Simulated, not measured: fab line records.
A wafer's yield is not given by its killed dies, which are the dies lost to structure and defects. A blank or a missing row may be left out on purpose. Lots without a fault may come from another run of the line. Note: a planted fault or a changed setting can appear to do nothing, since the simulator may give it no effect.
Tool commonality check ; flow sky130 ; 13 lots, 39 wafers sampled

== THE REASON FOR OPENING IT ==
At SKY_LDD_HVN_TW_MEAS_10 the reading LDD_HVN_TW is flagged on 2 of 13 lots. Wafers without a fault read 1453, standard deviation 6.6.
Rule: a lot gets a flag if all its wafers with a number sit over 4 standard deviations from that mean, or if no wafer of it has a number. All remaining lots are regarded as sound.

lot;measured;on;LDD_HVN_TW, wafer by wafer;flag
L735;day 21 10:49;film_metro-03;1443 1449 1449;
L733;day 21 10:55;film_metro-01;1446 1448 1464;
L736;day 21 11:34;film_metro-04;1455 1449 1454;
L737;day 22 08:46;film_metro-04;1457 1461 1440;
L739;day 22 17:04;film_metro-04;1455 1446 1451;
L740;day 23 05:34;film_metro-01;1381 1372 1377;FLAGGED
L741;day 23 07:43;film_metro-04;1372 1364 1367;FLAGGED
L747;day 25 14:25;film_metro-01;1451 1457 1453;
L749;day 26 07:14;film_metro-01;1464 1455 1455;
L752;day 27 15:40;film_metro-03;1437 1435 1440;
L753;day 28 10:11;film_metro-03;1454 1456 1451;
L754;day 28 11:53;film_metro-03;1445 1450 1455;
L755;day 28 13:17;film_metro-03;1454 1458 1453;
The mean of the flagged lots' numbers is 1372, -81 from the usual (-12 standard deviations).

== WHICH TOOL RAN EACH LOT ==
The record holds 1 process step before the reading, out of a route of 708 steps. In each cell: the tool, then ch and the chambers that the sampled wafers went through, then the start.
lot;flag;SKY_LDD_HVN_IMPLANT_08
L735;;implanter-02 ch 0, day 21 10:34
L733;;implanter-03 ch 0, day 21 10:40
L736;;implanter-03 ch 0, day 21 11:20
L737;;implanter-02 ch 0, day 22 08:31
L739;;implanter-03 ch 0, day 22 16:49
L740;FLAGGED;implanter-04 ch 0, day 23 05:19
L741;FLAGGED;implanter-04 ch 0, day 23 07:28
L747;;implanter-03 ch 0, day 25 14:10
L749;;implanter-02 ch 0, day 26 07:01
L752;;implanter-04 ch 0, day 27 15:25
L753;;implanter-04 ch 0, day 28 09:56
L754;;implanter-04 ch 0, day 28 11:38
L755;;implanter-03 ch 0, day 28 13:04
What these steps do:
- SKY_LDD_HVN_IMPLANT_08
- SKY_LDD_HVN_TW_MEAS_10

== FLAGGED AGAINST TOTAL, ONE TOOL AT A TIME (gauges that did the reading follow at the end) ==
step;tool;lots run;flagged;share of the flagged lots;sound lots run after its first flagged lot
SKY_LDD_HVN_IMPLANT_08;implanter-02;3;0;none;-
SKY_LDD_HVN_IMPLANT_08;implanter-03;5;0;none;-
SKY_LDD_HVN_IMPLANT_08;implanter-04;5;2;all;3 (L752,L753,L754)
SKY_LDD_HVN_TW_MEAS_10;film_metro-01;4;1;some;2 (L747,L749)
SKY_LDD_HVN_TW_MEAS_10;film_metro-03;5;0;none;-
SKY_LDD_HVN_TW_MEAS_10;film_metro-04;4;1;some;0

== WHAT IS ALLOWED BY THE TABLE ==
Rows of the table that ran each flagged lot: 1, that is implanter-04 at SKY_LDD_HVN_IMPLANT_08.
- implanter-04 at SKY_LDD_HVN_IMPLANT_08: 2 of its 5 lots flagged. Sound lots followed the first flagged one (L752, L753, L754) on it, something a lasting fault affecting the whole tool could not allow. Its own readings lie more than 4 standard deviations out on every wafer of the flagged lots: beam_energy_keV.
There is no row in the table that ran each flagged lot and no sound lot after the first.

== WHAT THE SIMULATOR HAD INSERTED ==
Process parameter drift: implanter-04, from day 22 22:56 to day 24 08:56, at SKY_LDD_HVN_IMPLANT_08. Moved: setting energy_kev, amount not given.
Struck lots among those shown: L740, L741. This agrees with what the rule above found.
